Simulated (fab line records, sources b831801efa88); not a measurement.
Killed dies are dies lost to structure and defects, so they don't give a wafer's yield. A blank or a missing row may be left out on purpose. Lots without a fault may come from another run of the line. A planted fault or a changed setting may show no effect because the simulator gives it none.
fab line records | flow sky130
record lots=10 wafers=30 last_day=49
route steps=708 shown LDD_HVP@285 RES_XHIGH@340 SD_N@353 PAD_OPEN@708
lots that met no fault: from a run of the same line without faults
start_h: hours from the record's first day to the start of the lot's first wafer shown | wait_h: hours since the lot's step before | " the same as in the row above | L1.1+2: a row that stands for several wafers | - no value, or no start given | * or withheld: withheld | < > ~ a bound
route shown NAME@n: a module of which the file shows steps, and the number in the route of the first | usual: mean/standard deviation of fault-free wafers | same: alike in all rows | chamber/n: place in a boat | sites: the reading at each site | _std_site: their standard deviation | _edge_site: outer sites' mean less inner sites' | radius_mm: how far each site lies from the wafer's centre | mask NAME#n: copy n | behind: the tool/chamber that last shaped the wafer | hold: why the lot was held/for how many hours/how that ended | device: the transistor (n, p or np) that didn't switch | end of line: the same wafers' tests at the end of the route | a step without rows: its recipe alone | killed: dies lost to structure and defects at the first sort, not the wafer's yield | map: a wafer's dies, x killed, . not, _ none there
set.NAME: the setting as run; set.NAME@STEP: as run at that earlier step | model.NAME: the simulator's own value behind a step, which no gauge read
steps of the route over a sample of lots; a table a step, a row a wafer
services: from which hour (start_h, from the record's first day; less than 0 if before it) a tool's chamber was out of use, for how many hours, and why
## steps
# step SKY_LDD_HVP_OVL_MEAS_07
# usual LDD_HVP_OVL=-1.3/1.6
# columns lot.wafer tool chamber start_h wait_h LDD_HVP_OVL[nm]
L432.1 overlay-01 - 493.43 0.1 -1.9
L432.2 " - " " 0.1
L432.3 " - " " -0.9
L434.3 overlay-01 - 521.24 0.1 -0.6
L434.4 " - " " 0.0
L434.5 " - " " -2.5
L436.1 overlay-01 - 539.56 0.1 -2.5
L436.3 " - " " -2.8
L436.6 " - " " -1.5
L441.2 overlay-01 - 572.24 0.1 -3.3
L441.3 " - " " -0.6
L441.5 " - " " -1.5
L442.2 overlay-02 - 575.68 0.1 -1.5
L442.3 " - " " -2.3
L442.5 " - " " -2.7
L448.1 overlay-02 - 630.61 0.1 -2.8
L448.2 " - " " -2.1
L448.5 " - " " -3.2
L449.3 overlay-02 - 634.84 0.1 -3.1
L449.5 " - " " -2.2
L449.6 " - " " -3.0
L450.1 overlay-01 - 648.04 0.1 0.3
L450.4 " - " " -1.3
L450.5 " - " " -1.1
L451.3 overlay-01 - 656.95 0.1 -1.3
L451.4 " - " " -0.9
L451.5 " - " " 1.0
L452.1 overlay-01 - 661.14 0.1 -2.1
L452.3 " - " " -3.5
L452.6 " - " " -5.6
# step SKY_LDD_HVP_STRIP_09
# recipe chemistry=O2/N2 power_w=1400 pressure_mtorr=1500 platen_temp_c=withheld o2_flow_sccm=3000 n2_flow_sccm=300 overash_fraction=0.5
# usual chamber_pressure_mTorr=1499.7/1.3 drypump_motor_current_A=6.08/0.22 oes_product_au=0.408/0.0047 strip_time_to_endpoint_s=4.131/0.014
# same overash_fraction=0.5
# columns lot.wafer tool chamber start_h wait_h chamber_pressure_mTorr drypump_motor_current_A oes_product_au rf_hours_counter_h strip_time_to_endpoint_s
L432.1 plasma_asher-01 1 493.61 0.1 1501.2 6.22 0.408 64 4.115
L432.2 " 0 " " 1499.2 6.17 0.397 64 4.108
L432.3 " 0 " " 1499.3 6.20 0.403 - 4.116
L434.3 plasma_asher-01 0 521.45 0.1 1501.1 6.13 0.409 - 4.129
L434.4 " 1 " " 1500.0 6.23 0.405 - 4.152
L434.5 " 0 " " 1501.3 6.18 0.408 - 4.124
L436.1 plasma_asher-03 1 539.74 0.1 1500.0 5.52 0.411 11 4.135
L436.3 " 0 " " 1500.5 6.13 0.410 - 4.136
L436.6 " 0 " " 1500.1 6.14 0.410 - 4.159
L441.2 plasma_asher-02 1 572.42 0.1 1499.7 6.26 0.405 90 4.130
L441.3 " 1 " " 1498.6 6.26 0.400 - 4.096
L441.5 " 1 " " 1499.9 6.26 0.405 - 4.126
L442.2 plasma_asher-01 1 575.86 0.1 1498.3 6.21 0.407 72 4.112
L442.3 " 0 " " 1501.3 6.09 0.409 - 4.121
L442.5 " 1 " " 1498.5 6.21 0.408 - 4.102
L448.1 plasma_asher-01 1 630.79 0.1 1499.6 6.20 0.405 78 4.119
L448.2 " 0 " " 1498.3 6.19 0.406 78 4.117
L448.5 " 0 " " 1499.4 6.25 0.411 - 4.109
L449.3 plasma_asher-03 0 635.05 0.1 1500.5 6.14 0.399 - 4.133
L449.5 " 1 " " 1503.2 5.49 0.416 - 4.135
L449.6 " 0 " " 1497.4 6.14 0.417 - 4.109
L450.1 plasma_asher-01 1 648.22 0.1 1499.5 6.22 0.405 80 4.127
L450.4 " 1 " " 1498.7 6.24 0.397 - 4.129
L450.5 " 1 " " 1502.3 6.26 0.407 - 4.123
L451.3 plasma_asher-02 0 657.16 0.1 1499.1 5.95 0.406 - 4.154
L451.4 " 1 " " 1497.6 6.24 0.414 - 4.145
L451.5 " 0 " " 1499.3 5.94 0.405 - 4.165
L452.1 plasma_asher-02 0 661.32 0.1 1497.6 6.00 0.405 99 4.122
L452.3 " 1 " " 1500.0 6.24 0.411 - 4.138
L452.6 " 0 " " 1497.9 6.00 0.410 - 4.137
# step SKY_RES_XHIGH_STRIP_08
# recipe chemistry=O2/N2 power_w=1400 pressure_mtorr=1500 platen_temp_c=withheld o2_flow_sccm=3000 n2_flow_sccm=300 overash_fraction=0.5
# usual chamber_pressure_mTorr=1500.0/1.3 drypump_motor_current_A=6.01/0.27 oes_product_au=0.711/0.0043 overash_fraction=0.5/0 strip_time_to_endpoint_s=14.27/0.034
# columns lot.wafer tool chamber start_h wait_h chamber_pressure_mTorr drypump_motor_current_A oes_product_au overash_fraction rf_hours_counter_h strip_time_to_endpoint_s
L432.1 plasma_asher-02 0 616.89 0.1 1500.8 6.00 0.708 0.5 94 14.25
L432.2 " 1 " " 1500.8 6.26 0.700 0.5 94 14.34
L432.3 " 1 " " 1500.2 6.25 0.715 0.5 - 14.24
L434.3 plasma_asher-03 1 642.67 0.1 1499.6 5.49 0.709 0.5 - 14.27
L434.4 " 0 " " 1499.5 6.17 0.710 0.5 - 14.28
L434.5 " 0 " " 1501.1 6.15 0.708 0.5 - 14.25
L436.1 plasma_asher-03 0 659.21 0.1 1502.4 6.21 0.705 0.5 23 14.27
L436.3 " 1 " " 1498.7 5.52 0.720 0.5 - 14.22
L436.6 " 1 " " 1500.0 5.52 0.712 0.5 - 14.24
L441.2 plasma_asher-02 1 691.73 0.1 - - - - - -
L441.3 " 0 " " - - - - - -
L441.5 " 0 " " - - - - - -
L442.2 plasma_asher-02 1 693.34 0.1 - - - - - -
L442.3 " 1 " " - - - - - -
L442.5 " 1 " " - - - - - -
L448.1 plasma_asher-02 1 746.51 0.1 1498.5 6.24 0.712 0.5 0 14.28
L448.2 " 0 " " 1499.4 5.99 0.704 0.5 0 14.28
L448.5 " 1 " " 1498.6 6.25 0.715 0.5 - 14.27
L449.3 plasma_asher-02 0 750.94 0.1 1500.3 5.97 0.711 0.5 - 14.28
L449.5 " 1 " " 1503.1 6.24 0.706 0.5 - 14.24
L449.6 " 0 " " 1501.2 5.98 0.715 0.5 - 14.25
L450.1 plasma_asher-02 0 763.13 0.1 1502.1 6.01 0.710 0.5 2 14.25
L450.4 " 1 " " 1497.7 6.23 0.711 0.5 - 14.28
L450.5 " 1 " " 1500.5 6.25 0.709 0.5 - 14.28
L451.3 plasma_asher-01 1 770.56 0.1 1499.9 6.24 0.707 0.5 - 14.25
L451.4 " 0 " " 1500.5 6.12 0.709 0.5 - 14.26
L451.5 " 1 " " 1502.7 6.21 0.716 0.5 - 14.30
L452.1 plasma_asher-01 1 775.56 0.1 1498.3 6.24 0.707 0.5 91 14.23
L452.3 " 0 " " 1498.5 6.14 0.707 0.5 - 14.26
L452.6 " 1 " " 1499.4 6.25 0.707 0.5 - 14.24
# step SKY_SD_N_STRIP_11
# recipe chemistry=O2/N2 power_w=1400 pressure_mtorr=1500 platen_temp_c=withheld o2_flow_sccm=3000 n2_flow_sccm=300 overash_fraction=0.5
# usual chamber_pressure_mTorr=1500.0/1.3 drypump_motor_current_A=6.10/0.18 oes_product_au=0.528/0.0048 strip_time_to_endpoint_s=22.54/0.044
# same overash_fraction=0.5
# columns lot.wafer tool chamber start_h wait_h chamber_pressure_mTorr drypump_motor_current_A oes_product_au rf_hours_counter_h strip_time_to_endpoint_s
L432.1 plasma_asher-04 0 646.86 0.1 1498.6 6.08 0.543 53 22.60
L432.2 " 1 " " 1501.6 5.65 0.530 53 22.63
L432.3 " 0 " " 1501.4 6.10 0.534 - 22.58
L434.3 plasma_asher-01 0 671.71 0.1 1500.9 6.13 0.532 - 22.42
L434.4 " 1 " " 1500.7 6.21 0.527 - 22.43
L434.5 " 0 " " 1499.7 6.15 0.527 - 22.47
L436.1 plasma_asher-01 0 688.68 0.1 1498.7 6.19 0.525 84 22.55
L436.3 " 1 " " 1498.9 6.22 0.531 - 22.49
L436.6 " 0 " " 1497.9 6.16 0.526 - 22.54
L441.2 plasma_asher-01 1 719.79 0.1 1499.2 6.24 0.611 87 39.41
L441.3 " 0 " " 1497.6 6.17 0.610 - 39.45
L441.5 " 1 " " 1501.7 6.22 0.626 - 39.38
L442.2 plasma_asher-04 1 721.48 0.1 1499.1 5.66 0.612 61 39.40
L442.3 " 0 " " 1500.4 6.07 0.617 - 39.52
L442.5 " 0 " " 1499.3 6.08 0.626 - 39.47
L448.1 plasma_asher-01 1 774.03 0.1 1502.4 6.26 0.528 91 22.48
L448.2 " 0 " " 1501.1 6.16 0.522 91 22.47
L448.5 " 1 " " 1499.6 6.23 0.531 - 22.51
L449.3 plasma_asher-02 0 777.96 0.1 1499.9 6.00 0.520 - 22.55
L449.5 " 0 " " 1499.2 6.01 0.529 - 22.49
L449.6 " 1 " " 1501.3 6.23 0.529 - 22.51
L450.1 plasma_asher-04 1 790.38 0.1 1500.3 5.65 0.523 69 22.61
L450.4 " 1 " " 1500.8 5.64 0.522 - 22.61
L450.5 " 0 " " 1497.5 6.09 0.533 - 22.62
L451.3 plasma_asher-02 1 797.75 0.1 1500.4 6.25 0.531 - 22.54
L451.4 " 0 " " 1500.6 6.02 0.522 - 22.53
L451.5 " 1 " " 1498.8 6.24 0.527 - 22.54
L452.1 plasma_asher-02 0 802.21 0.1 1500.9 5.95 0.528 6 22.56
L452.3 " 1 " " 1501.0 6.23 0.523 - 22.55
L452.6 " 0 " " 1498.4 5.96 0.526 - 22.48
# step SKY_SD_N_TW_MEAS_12
# usual SD_N_TW=4002/37
# columns lot.wafer tool chamber start_h wait_h hold SD_N_TW
L432.1 film_metro-02 - 646.96 0.1 - 3946
L432.2 " - " " - 3927
L432.3 " - " " - 3942
L434.3 film_metro-02 - 671.80 0.1 - 3925
L434.4 " - " " - 3912
L434.5 " - " " - 3927
L436.1 film_metro-04 - 688.78 0.1 - 4050
L436.3 " - " " - 4030
L436.6 " - " " - 4030
L441.2 film_metro-04 - 719.90 0.1 await_dispo/0.2h/release 30
L441.3 " - " " await_dispo/0.2h/release 30
L441.5 " - " " await_dispo/0.2h/release 30
L441.2 film_metro-04 - 720.13 0.2 - 30
L441.3 " - " " - 30
L441.5 " - " " - 30
L442.2 film_metro-04 - 721.59 0.1 await_dispo/0.2h/release 30
L442.3 " - " " await_dispo/0.2h/release 30
L442.5 " - " " await_dispo/0.2h/release 30
L442.2 film_metro-04 - 721.87 0.3 - 30
L442.3 " - " " - 30
L442.5 " - " " - 30
L448.1 film_metro-04 - 774.13 0.1 - 4008
L448.2 " - " " - 4005
L448.5 " - " " - 3984
L449.3 film_metro-03 - 778.05 0.1 - 4012
L449.5 " - " " - 4031
L449.6 " - " " - 4041
L450.1 film_metro-04 - 790.48 0.1 - 4014
L450.4 " - " " - 4005
L450.5 " - " " - 4017
L451.3 film_metro-04 - 797.83 0.1 - 3990
L451.4 " - " " - 3993
L451.5 " - " " - 3991
L452.1 film_metro-04 - 802.31 0.1 - 3999
L452.3 " - " " - 4000
L452.6 " - " " - 3989
# step SKY_SD_N_RTA_14
# recipe temp_c=1075 time_s=2 idle_temp_c=650 ramp_up_c_per_s=150 ramp_down_c_per_s=90 ambient=N2
# usual lamp_power_pct=15.73/0.049 wafer_temp_C_max=1078.1/1.3
# columns lot.wafer tool chamber start_h wait_h lamp_power_pct wafer_temp_C_max
L432.1 rtp_anneal-01 0 647.08 0.0 15.73 1081.1
L432.2 " 0 " " 15.82 1080.9
L432.3 " 0 " " 15.68 1079.5
L434.3 rtp_anneal-02 0 671.90 0.0 15.65 1078.7
L434.4 " 0 " " 15.73 1075.1
L434.5 " 0 " " 15.85 1077.0
L436.1 rtp_anneal-01 0 688.89 0.0 15.71 1078.5
L436.3 " 0 " " 15.73 1078.6
L436.6 " 0 " " 15.70 1076.8
L448.1 rtp_anneal-01 0 774.24 0.0 15.77 1078.5
L448.2 " 0 " " 15.71 1077.3
L448.5 " 0 " " 15.73 1078.1
L449.3 rtp_anneal-02 0 778.15 0.0 15.79 1081.3
L449.5 " 0 " " 15.78 1077.7
L449.6 " 0 " " 15.79 1076.5
L450.1 rtp_anneal-01 0 790.59 0.0 15.75 1077.1
L450.4 " 0 " " 15.63 1077.1
L450.5 " 0 " " 15.73 1078.4
L451.3 rtp_anneal-02 0 797.94 0.0 15.78 1079.5
L451.4 " 0 " " 15.74 1077.6
L451.5 " 0 " " 15.68 1077.2
L452.1 rtp_anneal-01 0 802.42 0.0 15.71 1077.0
L452.3 " 0 " " 15.71 1077.2
L452.6 " 0 " " 15.75 1077.1
# step SKY_PAD_OPEN_PROBE_99
# usual defect_limited_yield=82.5/1.7 killed_at_M0_to_M3=42/6.1 killed_at_M4_up=3.1/1.7 killed_at_contacts=24/5.5 killed_at_front_end=16/4.1 killed_at_other=0.3/0.57 killed_dies=86/8.2 killed_open=47/6.8 killed_short=38/5.8 sort_bin_3_pad_short=0.8/0.42 sort_bin_5_function=10.2/1.3 sort_bin_6_memory=6.4/1 sort_n_pass=406/8.2 sort_yield_pct=82.5/1.7
# same gross_dies=492 killed_at_back_side=0 sort_bin_4_leakage[%]=0 sort_bin_8_speed[%]=0
# columns lot.wafer tool chamber start_h wait_h defect_limited_yield[%] killed_at_M0_to_M3 killed_at_M4_up killed_at_contacts killed_at_front_end killed_at_other killed_dies killed_open killed_short sort_bin_3_pad_short[%] sort_bin_5_function[%] sort_bin_6_memory[%] sort_n_pass sort_yield_pct[%]
L450.1 prober-02 - 1176.49 0.1 80.9 46 6 26 16 0 94 53 41 0.6 12.6 5.9 398 80.9
L450.4 prober-02 - 1176.64 0.2 82.5 44 3 25 14 0 86 37 49 1.4 10.4 5.7 406 82.5
L450.5 prober-02 - 1176.69 0.2 82.7 37 4 24 20 0 85 45 40 1.0 10.4 5.9 407 82.7
L452.1 prober-02 - 1182.21 0.1 81.5 42 4 29 15 1 91 57 33 0.4 11.6 6.5 401 81.5
L452.3 prober-02 - 1182.31 0.2 83.9 33 5 29 12 0 79 51 28 1.4 9.1 5.5 413 83.9
L452.6 prober-02 - 1182.46 0.2 80.1 50 3 16 28 1 98 52 45 0.8 13.2 5.9 394 80.1
# killed by level:class
L450.1 VIA1:geometric_particle:open=12 VIA2:geometric_particle:open=12 CONTACT:geometric_particle:open=9 CONTACT:geometric_particle:short=8 POLY_GATE:geometric_particle:short=5 LI_CONTACT:geometric_particle:open=5 VIA2:geometric_particle:short=5 VIA3:geometric_particle:short=5
L450.4 VIA1:geometric_particle:open=11 METAL2:geometric_particle:short=11 CONTACT:geometric_particle:open=8 LI_CONTACT:geometric_particle:short=6 LOCAL_INTERCONNECT:geometric_particle:short=5 METAL3:geometric_particle:short=5 FIELD_ISO:geometric_particle:short=4 POLY_GATE:geometric_particle:open=4
L450.5 VIA1:geometric_particle:open=11 LI_CONTACT:geometric_particle:open=8 VIA1:geometric_particle:short=7 CONTACT:geometric_particle:open=6 FIELD_ISO:geometric_particle:short=5 FIELD_ISO:geometric_particle:open=5 METAL1:geometric_particle:short=5 LOCAL_INTERCONNECT:geometric_particle:short=5
L452.1 CONTACT:geometric_particle:open=13 VIA1:geometric_particle:open=10 VIA3:geometric_particle:open=10 LI_CONTACT:geometric_particle:open=8 CONTACT:geometric_particle:short=6 FIELD_ISO:geometric_particle:open=5 METAL1:geometric_particle:short=5 VIA2:geometric_particle:open=4
L452.3 CONTACT:geometric_particle:open=14 VIA1:geometric_particle:open=11 LI_CONTACT:geometric_particle:open=6 POLY_GATE:geometric_particle:open=5 VIA3:geometric_particle:open=5 CONTACT:geometric_particle:short=4 METAL4:geometric_particle:short=4 FIELD_ISO:geometric_particle:short=3
L452.6 VIA3:geometric_particle:open=9 VIA1:geometric_particle:open=8 FIELD_ISO:geometric_particle:open=7 VIA1:geometric_particle:short=7 METAL2:geometric_particle:short=7 FIELD_ISO:geometric_particle:short=6 POLY_GATE:geometric_particle:open=6 CONTACT:geometric_particle:open=6
## services
# columns tool chamber start_h hours kind
plasma_asher-01 - 473.36 14.3 repair
plasma_asher-01 - 476.47 2.3 repair
plasma_asher-01 - 487.68 2.8 pm
plasma_asher-02 - 506.91 13.5 repair
plasma_asher-01 - 507.33 1.5 repair
plasma_asher-03 - 510.19 4.3 repair
plasma_asher-04 - 574.13 7.3 pm
plasma_asher-02 - 583.73 2.8 pm
rtp_anneal-01 - 592.67 3.4 pm
plasma_asher-03 - 679.66 13.8 repair
plasma_asher-03 - 690.06 6.2 repair
plasma_asher-01 - 714.01 3.3 repair
plasma_asher-02 - 717.47 2.9 repair
plasma_asher-02 - 719.44 5.1 repair
plasma_asher-01 - 720.72 15.6 pm
plasma_asher-02 - 733.75 9.0 pm
plasma_asher-02 0 733.75 9.0 vent_cycle
plasma_asher-02 1 733.75 9.0 vent_cycle
plasma_asher-02 0 742.75 - clean
plasma_asher-02 1 742.75 - clean
plasma_asher-02 - 743.34 0.6 repair
plasma_asher-02 - 770.84 3.6 repair
rtp_anneal-02 - 785.01 3.0 pm
plasma_asher-01 - 787.19 28.1 pm
## key
first_sign step=SKY_RES_XHIGH_STRIP_08 reading=tool_record direction=missing
effect step=SKY_SD_N_STRIP_11 reading=strip_time_to_endpoint_s direction=up sigmas=99+ usual=* struck=*
effect step=SKY_SD_N_TW_MEAS_12 reading=visit direction=added
effect step=SKY_SD_N_TW_MEAS_12 reading=SD_N_TW direction=down sigmas=99+ usual=4002 struck=30
met_at SKY_RES_XHIGH_STRIP_08
struck_lots L441,L442
scrapped_behind SKY_SD_N_TW_MEAS_12 L441.2,L441.3,L441.5,L442.2,L442.3,L442.5
not_acting_at SKY_LDD_HVP_OVL_MEAS_07,SKY_LDD_HVP_STRIP_09,SKY_SD_N_RTA_14
onset_between 616.89 691.73
fault kind=skipped_step_whole tool=plasma_asher-02 chamber=- onset_h=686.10 steps=SKY_RES_XHIGH_STRIP_08 scope=struck_lots_only
